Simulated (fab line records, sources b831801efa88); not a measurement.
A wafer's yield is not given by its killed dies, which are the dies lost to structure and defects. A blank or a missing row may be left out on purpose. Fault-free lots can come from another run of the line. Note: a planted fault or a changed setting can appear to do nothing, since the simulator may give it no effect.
fab line records + flow sky130
record:
- lots: 12
- wafers: 36
- last_day: 50
route steps=708 shown VIA2@530 METAL3@565 CAP2M@604 METAL5@671 PAD_OPEN@708
lots with no fault: from the same line, run without faults
start_h: start of the lot's first displayed wafer, in hours after the record's first day + wait_h: hours elapsed since this lot's preceding step + " as in the row above + L1.1+2: one row covering several wafers at once + - either no value or no given start + * or withheld: withheld + < > ~ a bound
route shown NAME@n: names a module that has steps shown in the file, with the first one's number in the route + usual: mean and standard deviation over wafers with no fault + same: alike in all rows + chamber/n: place in a boat + sites: readings site by site + _std_site: their standard deviation + _edge_site: outer sites' mean less inner sites' + radius_mm: for every site, how far away it sits from the centre of the wafer + mask NAME#n: copy n + behind: the last tool/chamber to shape the wafer + hold: cause of the lot's hold/its duration in hours/its outcome + device: which transistor (n, p or np) failed to switch + end of line: tests run on the same wafers once the route is complete + a step without rows: its recipe alone + killed: dies lost to structure and defects at the first sort, not the wafer's yield + map: dies across one wafer; x = killed, . = not, _ = none there
set.NAME: setting as actually run; set.NAME@STEP: the setting as run at that earlier step + model.NAME: the simulator's own value behind a step, which no gauge read
one table for each step of the route and one row for each wafer, over a sample of lots
services: when a tool's chamber went out of use (start_h, in hours from the record's first day, below 0 if earlier), for how many hours, and the reason
== steps ==
step: SKY_VIA2_THK_MEAS_23
recipe:
- thk_meas_gauge: xrf
- reads: W_of_VIA2_CVD_21
usual:
- VIA2_W_THK: 391/6.3
| lot.wafer | tool          | chamber | start_h | wait_h | VIA2_W_THK[nm] |
|-----------|---------------|---------|---------|--------|----------------|
| L824.2    | film_metro-04 | -       | 846.50  | 0.1    | 392            |
| L824.4    | "             | -       | "       | "      | 395            |
| L824.5    | "             | -       | "       | "      | 398            |
| L825.2    | film_metro-03 | -       | 861.27  | 0.1    | 396            |
| L825.5    | "             | -       | "       | "      | 394            |
| L825.6    | "             | -       | "       | "      | 397            |
| L827.2    | film_metro-04 | -       | 869.36  | 0.1    | 403            |
| L827.3    | "             | -       | "       | "      | 395            |
| L827.5    | "             | -       | "       | "      | 396            |
| L830.1    | film_metro-03 | -       | 893.00  | 0.1    | 383            |
| L830.2    | "             | -       | "       | "      | 382            |
| L830.5    | "             | -       | "       | "      | 389            |
| L832.1    | film_metro-01 | -       | 919.43  | 0.1    | 388            |
| L832.4    | "             | -       | "       | "      | 398            |
| L832.6    | "             | -       | "       | "      | 392            |
| L836.2    | film_metro-03 | -       | 949.67  | 0.1    | 385            |
| L836.5    | "             | -       | "       | "      | 386            |
| L836.6    | "             | -       | "       | "      | 385            |
| L838.1    | film_metro-01 | -       | 962.47  | 0.1    | 392            |
| L838.5    | "             | -       | "       | "      | 386            |
| L838.6    | "             | -       | "       | "      | 391            |
| L837.2    | film_metro-03 | -       | 962.91  | 0.1    | 387            |
| L837.4    | "             | -       | "       | "      | 388            |
| L837.5    | "             | -       | "       | "      | 379            |
| L843.1    | film_metro-01 | -       | 991.15  | 0.1    | 384            |
| L843.3    | "             | -       | "       | "      | 389            |
| L843.5    | "             | -       | "       | "      | 389            |
| L842.3    | film_metro-04 | -       | 994.93  | 0.1    | 391            |
| L842.4    | "             | -       | "       | "      | 389            |
| L842.5    | "             | -       | "       | "      | 389            |
| L844.1    | film_metro-01 | -       | 995.77  | 0.1    | 393            |
| L844.5    | "             | -       | "       | "      | 386            |
| L844.6    | "             | -       | "       | "      | 394            |
| L846.2    | film_metro-01 | -       | 1009.05 | 0.1    | 395            |
| L846.3    | "             | -       | "       | "      | 398            |
| L846.4    | "             | -       | "       | "      | 388            |
step: SKY_METAL3_DESCUM_15
recipe:
- chemistry: O2
- source_power_w: 150
- bias_power_w: 0
- pressure_mtorr: 10
- temp_c: 40
- time_s: 8
usual:
- drypump_motor_current_A: 5.6/0.51
- oes_product_au: 0.995/0.0097
| lot.wafer | tool         | chamber | start_h | wait_h | drypump_motor_current_A | oes_product_au | rf_hours_counter_h |
|-----------|--------------|---------|---------|--------|-------------------------|----------------|--------------------|
| L824.2    | rie_metal-04 | 0       | 900.10  | 0.0    | 4.9                     | 1.011          | -                  |
| L824.4    | "            | 0       | "       | "      | 4.9                     | 1.004          | -                  |
| L824.5    | "            | 0       | "       | "      | 5.0                     | 1.016          | -                  |
| L825.2    | rie_metal-01 | 0       | 913.38  | 0.0    | 5.3                     | 0.998          | -                  |
| L825.5    | "            | 0       | "       | "      | 5.3                     | 0.996          | -                  |
| L825.6    | "            | 0       | "       | "      | 5.3                     | 1.003          | -                  |
| L827.2    | rie_metal-04 | 1       | 921.09  | 0.0    | 6.1                     | 0.988          | -                  |
| L827.3    | "            | 1       | "       | "      | 6.1                     | 0.988          | -                  |
| L827.5    | "            | 1       | "       | "      | 6.1                     | 0.997          | -                  |
| L830.1    | rie_metal-01 | 0       | 943.18  | 0.0    | 5.3                     | 0.991          | 19                 |
| L830.2    | "            | 0       | "       | "      | 5.3                     | 0.985          | -                  |
| L830.5    | "            | 0       | "       | "      | 5.3                     | 0.993          | -                  |
| L832.1    | rie_metal-04 | 1       | 968.87  | 0.0    | 6.1                     | 0.979          | 5                  |
| L832.4    | "            | 1       | "       | "      | 6.1                     | 0.984          | -                  |
| L832.6    | "            | 0       | "       | "      | 4.9                     | 1.016          | -                  |
| L836.2    | rie_metal-01 | 0       | 998.57  | 0.0    | 5.3                     | 0.993          | 23                 |
| L836.5    | "            | 1       | "       | "      | 6.6                     | 1.010          | -                  |
| L836.6    | "            | 0       | "       | "      | 5.3                     | 1.006          | -                  |
| L838.1    | rie_metal-04 | 1       | 1010.02 | 0.0    | 6.1                     | 0.991          | 7                  |
| L838.5    | "            | 1       | "       | "      | 6.1                     | 0.976          | -                  |
| L838.6    | "            | 0       | "       | "      | 4.9                     | 1.004          | -                  |
| L837.2    | rie_metal-01 | 1       | 1010.37 | 0.0    | 6.6                     | 0.999          | 11                 |
| L837.4    | "            | 0       | "       | "      | 5.3                     | 0.990          | -                  |
| L837.5    | "            | 0       | "       | "      | 5.3                     | 0.989          | -                  |
| L843.1    | rie_metal-04 | 1       | 1037.14 | 0.0    | 6.1                     | 1.001          | 8                  |
| L843.3    | "            | 0       | "       | "      | 5.0                     | 1.005          | -                  |
| L843.5    | "            | 1       | "       | "      | 6.1                     | 0.996          | -                  |
| L842.3    | rie_metal-01 | 1       | 1040.94 | 0.0    | 6.6                     | 1.010          | -                  |
| L842.4    | "            | 1       | "       | "      | 6.6                     | 1.014          | -                  |
| L842.5    | "            | 1       | "       | "      | 6.6                     | 1.006          | -                  |
| L844.1    | rie_metal-04 | 0       | 1041.27 | 0.0    | 4.9                     | 1.010          | 5                  |
| L844.5    | "            | 0       | "       | "      | 4.9                     | 1.003          | -                  |
| L844.6    | "            | 1       | "       | "      | 6.1                     | 0.994          | -                  |
| L846.2    | rie_metal-03 | 1       | 1054.37 | 0.0    | 5.5                     | 1.007          | 17                 |
| L846.3    | "            | 1       | "       | "      | 5.5                     | 1.000          | -                  |
| L846.4    | "            | 0       | "       | "      | 5.8                     | 0.991          | -                  |
step: SKY_CAP2M_THK_MEAS_01
recipe:
- reads: SiO2_of_CAP2M_CVD_00
usual:
- CAP2M_CVD_00_THK: 15.53/0.21
| lot.wafer | tool          | chamber | start_h | wait_h | CAP2M_CVD_00_THK[nm] |
|-----------|---------------|---------|---------|--------|----------------------|
| L824.2    | film_metro-01 | -       | 928.96  | -      | 15.56                |
| L824.4    | "             | -       | "       | "      | 15.99                |
| L824.5    | "             | -       | "       | "      | 15.70                |
| L825.2    | film_metro-01 | -       | 942.06  | -      | 15.27                |
| L825.5    | "             | -       | "       | "      | 15.66                |
| L825.6    | "             | -       | "       | "      | 15.46                |
| L827.2    | film_metro-03 | -       | 949.31  | -      | 15.63                |
| L827.3    | "             | -       | "       | "      | 15.27                |
| L827.5    | "             | -       | "       | "      | 15.32                |
| L830.1    | film_metro-02 | -       | 970.12  | -      | 15.28                |
| L830.2    | "             | -       | "       | "      | 15.61                |
| L830.5    | "             | -       | "       | "      | 15.68                |
| L832.1    | film_metro-02 | -       | 995.88  | -      | 15.31                |
| L832.4    | "             | -       | "       | "      | 15.49                |
| L832.6    | "             | -       | "       | "      | 15.78                |
| L836.2    | film_metro-03 | -       | 1024.66 | -      | 15.79                |
| L836.5    | "             | -       | "       | "      | 15.83                |
| L836.6    | "             | -       | "       | "      | 15.77                |
| L838.1    | film_metro-02 | -       | 1035.57 | -      | 15.45                |
| L838.5    | "             | -       | "       | "      | 15.96                |
| L838.6    | "             | -       | "       | "      | 15.71                |
| L837.2    | film_metro-03 | -       | 1035.88 | -      | 15.13                |
| L837.4    | "             | -       | "       | "      | 15.33                |
| L837.5    | "             | -       | "       | "      | 15.21                |
| L843.1    | film_metro-03 | -       | 1062.45 | -      | 15.37                |
| L843.3    | "             | -       | "       | "      | 15.45                |
| L843.5    | "             | -       | "       | "      | 15.70                |
| L842.3    | film_metro-02 | -       | 1065.92 | -      | 15.36                |
| L842.4    | "             | -       | "       | "      | 15.77                |
| L842.5    | "             | -       | "       | "      | 15.89                |
| L844.1    | film_metro-03 | -       | 1066.03 | -      | 15.40                |
| L844.5    | "             | -       | "       | "      | 15.76                |
| L844.6    | "             | -       | "       | "      | 15.52                |
| L846.2    | film_metro-01 | -       | 1078.85 | -      | 15.35                |
| L846.3    | "             | -       | "       | "      | 15.57                |
| L846.4    | "             | -       | "       | "      | 15.89                |
step: SKY_METAL5_SOFTBAKE_10
recipe:
- temp_c: 90
- time_s: 60
- resist: NOVOLAK
usual:
- heater_power_total_W: 56.60/0.045
- plate_temp_C: 89.98/0.12
| lot.wafer | tool           | chamber | start_h | wait_h | heater_power_total_W | plate_temp_C |
|-----------|----------------|---------|---------|--------|----------------------|--------------|
| L824.2    | litho_track-02 | 0       | 1015.02 | 0.1    | 56.63                | 89.91        |
| L824.4    | "              | 0       | "       | "      | 56.66                | 90.04        |
| L824.5    | "              | 0       | "       | "      | 56.58                | 89.96        |
| L825.2    | litho_track-01 | 0       | 1027.18 | 0.1    | 56.56                | 89.86        |
| L825.5    | "              | 0       | "       | "      | 56.66                | 89.91        |
| L825.6    | "              | 0       | "       | "      | 56.63                | 90.02        |
| L827.2    | litho_track-03 | 0       | 1033.01 | 0.1    | 56.66                | 89.96        |
| L827.3    | "              | 0       | "       | "      | 56.59                | 90.05        |
| L827.5    | "              | 0       | "       | "      | 56.61                | 90.09        |
| L830.1    | litho_track-01 | 0       | 1052.91 | 0.1    | 56.59                | 90.20        |
| L830.2    | "              | 0       | "       | "      | 56.54                | 89.97        |
| L830.5    | "              | 0       | "       | "      | 56.60                | 89.96        |
| L832.1    | litho_track-01 | 0       | 1076.26 | 0.1    | 56.60                | 90.00        |
| L832.4    | "              | 0       | "       | "      | 56.60                | 90.07        |
| L832.6    | "              | 0       | "       | "      | 56.56                | 90.15        |
| L836.2    | litho_track-01 | 0       | 1102.99 | 0.1    | 57.27                | 90.61        |
| L836.5    | "              | 0       | "       | "      | 57.21                | 90.78        |
| L836.6    | "              | 0       | "       | "      | 57.23                | 90.62        |
| L838.1    | litho_track-02 | 0       | 1111.15 | 0.1    | 56.54                | 89.98        |
| L838.5    | "              | 0       | "       | "      | 56.60                | 89.90        |
| L838.6    | "              | 0       | "       | "      | 56.58                | 90.00        |
| L837.2    | litho_track-01 | 0       | 1111.99 | 0.1    | 57.32                | 90.62        |
| L837.4    | "              | 0       | "       | "      | 57.28                | 90.87        |
| L837.5    | "              | 0       | "       | "      | 57.20                | 90.71        |
| L843.1    | litho_track-02 | 0       | 1136.10 | 0.1    | 56.62                | 89.99        |
| L843.3    | "              | 0       | "       | "      | 56.69                | 89.92        |
| L843.5    | "              | 0       | "       | "      | 56.55                | 90.12        |
| L842.3    | litho_track-02 | 0       | 1139.75 | 0.1    | 56.58                | 89.97        |
| L842.4    | "              | 0       | "       | "      | 56.55                | 89.87        |
| L842.5    | "              | 0       | "       | "      | 56.58                | 90.02        |
| L844.1    | litho_track-03 | 0       | 1140.94 | 0.1    | 56.60                | 90.01        |
| L844.5    | "              | 0       | "       | "      | 56.57                | 89.83        |
| L844.6    | "              | 0       | "       | "      | 56.51                | 89.84        |
| L846.2    | litho_track-02 | 0       | 1150.12 | 0.1    | 56.58                | 90.21        |
| L846.3    | "              | 0       | "       | "      | 56.63                | 90.14        |
| L846.4    | "              | 0       | "       | "      | 56.63                | 90.01        |
step: SKY_PAD_OPEN_PROBE_99
usual:
- defect_limited_yield: 82.4/1.7
- killed_at_M0_to_M3: 44/6.9
- killed_at_M4_up: 3.3/1.7
- killed_at_contacts: 24/4.7
- killed_at_front_end: 15/4.5
- killed_at_other: 0.2/0.49
- killed_dies: 86/8.4
- killed_on_rim: 17/4.2
- killed_open: 47/6.5
- killed_short: 39/6
- sort_bin_3_pad_short: 0.9/0.4
- sort_bin_5_function: 10.4/1.5
- sort_bin_6_memory: 6.3/1
- sort_n_pass: 406/8.4
- sort_yield_pct: 82.4/1.7
same:
- gross_dies: 492
- killed_at_back_side: 0
- sort_bin_4_leakage[%]: 0
- sort_bin_8_speed[%]: 0
| lot.wafer | tool      | chamber | start_h | wait_h | defect_limited_yield[%] | killed_at_M0_to_M3 | killed_at_M4_up | killed_at_contacts | killed_at_front_end | killed_at_other | killed_dies | killed_on_rim | killed_open | killed_short | sort_bin_3_pad_short[%] | sort_bin_5_function[%] | sort_bin_6_memory[%] | sort_n_pass | sort_yield_pct[%] |
|-----------|-----------|---------|---------|--------|-------------------------|--------------------|-----------------|--------------------|---------------------|-----------------|-------------|---------------|-------------|--------------|-------------------------|------------------------|----------------------|-------------|-------------------|
| L830.1    | prober-01 | -       | 1108.03 | 0.1    | 79.7                    | 54                 | 2               | 24                 | 20                  | 0               | 100         | 21            | 58          | 42           | 2.2                     | 10.0                   | 8.1                  | 392         | 79.7              |
| L830.2    | prober-01 | -       | 1108.08 | 0.1    | 83.9                    | 41                 | 2               | 24                 | 12                  | 0               | 79          | 19            | 48          | 31           | 0.6                     | 9.3                    | 6.1                  | 413         | 83.9              |
| L830.5    | prober-01 | -       | 1108.23 | 0.2    | 85.0                    | 32                 | 2               | 27                 | 12                  | 1               | 74          | 15            | 48          | 26           | 0.6                     | 7.9                    | 6.5                  | 418         | 85.0              |
| L838.1    | prober-01 | -       | 1162.35 | 0.1    | 82.7                    | 50                 | 2               | 25                 | 8                   | 0               | 85          | 10            | 46          | 39           | 0.8                     | 11.4                   | 5.1                  | 407         | 82.7              |
| L838.5    | prober-01 | -       | 1162.55 | 0.2    | 84.8                    | 35                 | 0               | 27                 | 13                  | 0               | 75          | 19            | 46          | 29           | 0.6                     | 8.3                    | 6.3                  | 417         | 84.8              |
| L838.6    | prober-01 | -       | 1162.60 | 0.2    | 82.7                    | 47                 | 2               | 24                 | 12                  | 0               | 85          | 24            | 52          | 33           | 0.8                     | 12.0                   | 4.5                  | 407         | 82.7              |
| L844.1    | prober-02 | -       | 1188.34 | 0.1    | 80.5                    | 53                 | 2               | 28                 | 13                  | 0               | 96          | 20            | 50          | 46           | 1.2                     | 9.1                    | 9.1                  | 396         | 80.5              |
| L844.5    | prober-02 | -       | 1188.54 | 0.2    | 83.7                    | 36                 | 1               | 25                 | 18                  | 0               | 80          | 11            | 44          | 36           | 1.4                     | 8.9                    | 5.9                  | 412         | 83.7              |
| L844.6    | prober-02 | -       | 1188.59 | 0.2    | 84.1                    | 44                 | 6               | 19                 | 9                   | 0               | 78          | 16            | 37          | 41           | 0.8                     | 8.7                    | 6.3                  | 414         | 84.1              |
killed by level:class
L830.1 VIA1:geometric_particle:open=19 LI_CONTACT:geometric_particle:open=8 VIA2:geometric_particle:open=8 CONTACT:geometric_particle:open=7 FIELD_ISO:geometric_particle:open=6 FIELD_ISO:geometric_particle:short=6 VIA3:geometric_particle:open=5 VIA1:geometric_particle:short=5
L830.2 CONTACT:geometric_particle:open=12 VIA1:geometric_particle:open=11 VIA1:geometric_particle:short=8 VIA3:geometric_particle:open=8 CONTACT:geometric_particle:short=6 LI_CONTACT:geometric_particle:open=4 VIA2:geometric_particle:open=4 FIELD_ISO:geometric_particle:open=3
L830.5 CONTACT:geometric_particle:open=11 LI_CONTACT:geometric_particle:open=8 VIA1:geometric_particle:open=7 VIA2:geometric_particle:open=6 VIA1:geometric_particle:short=5 VIA3:geometric_particle:open=5 FIELD_ISO:geometric_particle:short=4 POLY_GATE:geometric_particle:open=3
L838.1 VIA1:geometric_particle:open=14 LI_CONTACT:geometric_particle:open=8 VIA1:geometric_particle:short=8 CONTACT:geometric_particle:open=7 METAL1:geometric_particle:short=5 LOCAL_INTERCONNECT:geometric_particle:short=5 VIA3:geometric_particle:open=5 LI_CONTACT:geometric_particle:short=4
L838.5 VIA1:geometric_particle:open=9 LI_CONTACT:geometric_particle:open=8 VIA2:geometric_particle:open=8 CONTACT:geometric_particle:open=7 METAL1:geometric_particle:short=7 CONTACT:geometric_particle:short=5 LI_CONTACT:geometric_particle:short=4 FIELD_ISO:geometric_particle:open=3
L838.6 VIA1:geometric_particle:open=11 LI_CONTACT:geometric_particle:open=10 VIA2:geometric_particle:open=10 VIA1:geometric_particle:short=6 FIELD_ISO:geometric_particle:open=5 CONTACT:geometric_particle:open=4 VIA3:geometric_particle:open=4 POLY_GATE:geometric_particle:short=3
L844.1 VIA1:geometric_particle:open=14 CONTACT:geometric_particle:open=9 VIA3:geometric_particle:open=8 CONTACT:geometric_particle:short=7 LI_CONTACT:geometric_particle:open=6 METAL2:geometric_particle:short=6 VIA1:geometric_particle:short=6 VIA3:geometric_particle:short=6
L844.5 CONTACT:geometric_particle:open=10 LI_CONTACT:geometric_particle:open=7 VIA1:geometric_particle:open=7 FIELD_ISO:geometric_particle:open=6 METAL1:geometric_particle:short=5 CONTACT:geometric_particle:short=4 VIA1:geometric_particle:short=4 METAL2:geometric_particle:short=4
L844.6 VIA2:geometric_particle:open=10 METAL1:geometric_particle:short=10 METAL2:geometric_particle:short=7 LOCAL_INTERCONNECT:geometric_particle:short=5 CONTACT:geometric_particle:open=5 LI_CONTACT:geometric_particle:open=4 CONTACT:geometric_particle:short=4 VIA1:geometric_particle:open=4
== services ==
| tool         | chamber | start_h | hours | kind           |
|--------------|---------|---------|-------|----------------|
| rie_metal-04 | 1       | 882.67  | -     | clean          |
| rie_metal-04 | 1       | 882.67  | 21.5  | scheduled_down |
| rie_metal-04 | 1       | 882.67  | 21.5  | vent_cycle     |
| rie_metal-01 | 1       | 902.06  | 73.1  | repair         |
| rie_metal-04 | 0       | 904.15  | -     | clean          |
| rie_metal-04 | 0       | 904.15  | 32.8  | scheduled_down |
| rie_metal-04 | 0       | 904.15  | 32.8  | vent_cycle     |
| rie_metal-01 | 0       | 950.78  | 12.2  | repair         |
| rie_metal-03 | -       | 961.36  | 0.7   | repair         |
| rie_metal-01 | 0       | 1024.59 | -     | clean          |
| rie_metal-01 | 0       | 1024.59 | 24.9  | scheduled_down |
| rie_metal-01 | 0       | 1024.59 | 24.9  | vent_cycle     |
| rie_metal-01 | 1       | 1070.46 | 21.6  | repair         |
| rie_metal-01 | -       | 1073.64 | 1.1   | repair         |
| rie_metal-03 | 0       | 1084.67 | 27.3  | repair         |
| rie_metal-04 | 0       | 1092.78 | 32.9  | repair         |
| rie_metal-03 | -       | 1116.39 | 2.8   | pm             |
== key ==
first_sign:
- step: SKY_METAL5_SOFTBAKE_10
- reading: heater_power_total_W
- direction: up
- sigmas: 14
- usual: *
- struck: *
effect:
- step: SKY_METAL5_SOFTBAKE_10
- reading: plate_temp_C
- direction: up
- sigmas: 6.1
- usual: *
- struck: *
met_at SKY_METAL5_SOFTBAKE_10
struck_lots L836,L837
not_acting_at SKY_VIA2_THK_MEAS_23,SKY_METAL3_DESCUM_15,SKY_CAP2M_THK_MEAS_01
onset_between 1076.26 1102.99
fault:
- kind: process_parameter_drift
- tool: litho_track-01
- chamber: -
- onset_h: 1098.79
- steps: SKY_METAL5_SOFTBAKE_10
- channel: temp_c
- offset: *
- shape: step
- end_h: 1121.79
- acts_in: *
- stated: *
